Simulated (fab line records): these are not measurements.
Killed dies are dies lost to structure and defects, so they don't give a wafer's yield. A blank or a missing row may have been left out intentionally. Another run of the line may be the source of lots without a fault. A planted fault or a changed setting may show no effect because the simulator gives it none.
Which tool did it? | flow sky130 | 13 lots with 39 wafers sampled at 3 steps, on a route of 708 steps

## WHAT THE GAUGES SHOWED, per wafer
SKY_VT_ADJUST_NCORE_TW_MEAS_11.
lot  | measured     | on            | VT_ADJUST_NCORE_TW
L943 | day 8 20:27  | film-metro-01 | 218.6 219.6 218.1
L945 | day 9 12:15  | film-metro-01 | 219.3 219.3 219.8
L947 | day 10 05:19 | film-metro-04 | 214.4 215.8 214.8
L949 | day 10 18:19 | film-metro-02 | 218.9 219.1 219.8
L952 | day 11 10:01 | film-metro-01 | 220.4 221.8 220.7
L953 | day 11 19:43 | film-metro-02 | 218.6 219.6 218.9
L954 | day 12 03:51 | film-metro-04 | 215.5 214.7 215.4
L956 | day 12 20:32 | film-metro-02 | 218.8 219.4 220.7
L958 | day 13 06:46 | film-metro-01 | 218.4 218.4 219.5
L962 | day 14 14:42 | film-metro-01 | 30.0 30.1 30.1 30.2 29.9 29.8
L963 | day 14 23:35 | film-metro-02 | 30.2 30.0 30.1 30.2 30.0 30.1
L964 | day 15 03:48 | film-metro-04 | 217.3 217.3 217.0
L965 | day 15 12:38 | film-metro-04 | 217.1 217.9 217.2

## TOOL THAT RAN EACH LOT (tool first, then ch and the chambers of the sampled wafers, then the start)
lot  | SKY_VT_ADJUST_LVTN_STRIP_20          | SKY_VT_ADJUST_NCORE_STRIP_10
L943 | plasma-asher-01 ch 0,1, day 7 22:58  | plasma-asher-01 ch 0,1, day 8 20:21
L945 | plasma-asher-01 ch 1, day 8 14:04    | plasma-asher-04 ch 0,1, day 9 12:09
L947 | plasma-asher-02 ch 0,1, day 9 06:22  | plasma-asher-02 ch 0,1, day 10 05:12
L949 | plasma-asher-03 ch 0,1, day 9 19:08  | plasma-asher-01 ch 0,1, day 10 18:14
L952 | plasma-asher-01 ch 0,1, day 10 11:05 | plasma-asher-02 ch 0,1, day 11 09:54
L953 | plasma-asher-01 ch 1, day 10 19:52   | plasma-asher-04 ch 1, day 11 19:36
L954 | plasma-asher-02 ch 0,1, day 11 03:50 | plasma-asher-04 ch 0,1, day 12 03:45
L956 | plasma-asher-01 ch 0,1, day 11 19:11 | plasma-asher-04 ch 0,1, day 12 20:26
L958 | plasma-asher-01 ch 0,1, day 12 05:09 | plasma-asher-04 ch 0,1, day 13 06:41
L962 | plasma-asher-02 ch 0,1, day 13 11:40 | plasma-asher-02 ch 0,1, day 14 14:36
L963 | plasma-asher-01 ch 0,1, day 13 20:49 | plasma-asher-01 ch 0,1, day 14 23:29
L964 | plasma-asher-01 ch 0,1, day 14 00:28 | plasma-asher-01 ch 0,1, day 15 03:43
L965 | plasma-asher-03 ch 0,1, day 14 09:41 | plasma-asher-01 ch 0,1, day 15 12:32
- SKY_VT_ADJUST_LVTN_STRIP_20: strips in O2/N2.
- SKY_VT_ADJUST_NCORE_STRIP_10: strips in O2/N2.

## WHAT THE TOOLS THEMSELVES READ (means of the sampled wafers that have a number; where no wafer has one, the mark that the record gives instead)
SKY_VT_ADJUST_LVTN_STRIP_20.
lot  | tool            | chamber-pressure-mTorr (mTorr) | drypump-motor-current-A (A) | o2-flow-sccm (sccm) | oes-product-au (a.u.) | strip-time-to-endpoint-s (s)
L943 | plasma-asher-01 | 1500.5                         | 6.0                         | 2994                | 0.719                 | 14.16
L945 | plasma-asher-01 | 1497.8                         | 6.0                         | 3009                | 0.712                 | 14.22
L947 | plasma-asher-02 | 1500.1                         | 6.0                         | 2991                | 0.720                 | 14.18
L949 | plasma-asher-03 | 1500.1                         | 5.8                         | 2996                | 0.714                 | 14.18
L952 | plasma-asher-01 | 1500.1                         | 6.1                         | 2999                | 0.715                 | 14.22
L953 | plasma-asher-01 | 1499.5                         | 6.0                         | 2993                | 0.712                 | 14.17
L954 | plasma-asher-02 | 1500.0                         | 6.0                         | 2995                | 0.717                 | 14.21
L956 | plasma-asher-01 | 1499.7                         | 6.1                         | 3003                | 0.714                 | 14.14
L958 | plasma-asher-01 | 1502.1                         | 6.0                         | 3001                | 0.715                 | 14.14
L962 | plasma-asher-02 | -                              | -                           | -                   | -                     | -
L963 | plasma-asher-01 | -                              | -                           | -                   | -                     | -
L964 | plasma-asher-01 | 1499.3                         | 6.0                         | 2994                | 0.714                 | 14.16
L965 | plasma-asher-03 | 1498.8                         | 5.8                         | 3000                | 0.719                 | 14.19

SKY_VT_ADJUST_NCORE_STRIP_10.
lot  | tool            | chamber-pressure-mTorr (mTorr) | drypump-motor-current-A (A) | o2-flow-sccm (sccm) | oes-product-au (a.u.) | strip-time-to-endpoint-s (s)
L943 | plasma-asher-01 | 1500.4                         | 6.0                         | 3000                | 0.711                 | 14.14
L945 | plasma-asher-04 | 1499.7                         | 6.3                         | 3000                | 0.714                 | 14.22
L947 | plasma-asher-02 | 1500.2                         | 5.5                         | 3002                | 0.717                 | 14.15
L949 | plasma-asher-01 | 1500.9                         | 6.0                         | 3005                | 0.714                 | 14.23
L952 | plasma-asher-02 | 1500.9                         | 5.5                         | 2994                | 0.714                 | 14.20
L953 | plasma-asher-04 | 1500.2                         | 6.2                         | 3010                | 0.714                 | 14.20
L954 | plasma-asher-04 | 1498.8                         | 6.2                         | 3001                | 0.720                 | 14.15
L956 | plasma-asher-04 | 1499.5                         | 6.2                         | 3006                | 0.717                 | 14.25
L958 | plasma-asher-04 | 1498.1                         | 6.2                         | 2999                | 0.714                 | 14.14
L962 | plasma-asher-02 | 1500.0                         | 5.5                         | 3007                | 0.718                 | 31.26
L963 | plasma-asher-01 | 1500.3                         | 6.1                         | 2993                | 0.720                 | 31.36
L964 | plasma-asher-01 | 1500.2                         | 6.0                         | 2999                | 0.713                 | 14.25
L965 | plasma-asher-01 | 1492.9                         | 6.0                         | 2997                | 0.715                 | 14.21

## THE ANSWER, worked out from the rows above alone
Rule: the usual values come from the lots themselves. Put in order of their means at a reading, lots are off if they are a third of the lots or fewer, leave a main group of 4 or more, and stand apart from it by a gap of 3 or more times the standard deviation of the main group's means; of several such gaps the widest counts. The tables above print the reading to a certain number of digits; a main group whose means all agree to those digits is not used. Also off: a lot with no number at a reading for which 4 or more lots have one. All remaining lots with rows at the step are treated as sound. The gauges are gone through in route order, then the tools' own readings, and for those a lot's mean is taken as printed above. The first step at which some lot is off is used, and at that step the reading that is off furthest; a lot without a number counts as furthest.
Off: L962, L963, at SKY_VT_ADJUST_NCORE_TW_MEAS_11 (VT_ADJUST_NCORE_TW). The main group: mean 218.2, standard deviation 1.8.
A tool fits if, at a process step before that reading, it ran every lot that is off, and no sound lot after the first of them. The gauges at SKY_VT_ADJUST_NCORE_TW_MEAS_11 aren't tried: what is off there is off at SKY_VT_ADJUST_LVTN_STRIP_20 too, on other tools, and a gauge's error can't cause that. None of those tried fits.

## WHAT HAD BEEN PUT IN BY THE SIMULATOR
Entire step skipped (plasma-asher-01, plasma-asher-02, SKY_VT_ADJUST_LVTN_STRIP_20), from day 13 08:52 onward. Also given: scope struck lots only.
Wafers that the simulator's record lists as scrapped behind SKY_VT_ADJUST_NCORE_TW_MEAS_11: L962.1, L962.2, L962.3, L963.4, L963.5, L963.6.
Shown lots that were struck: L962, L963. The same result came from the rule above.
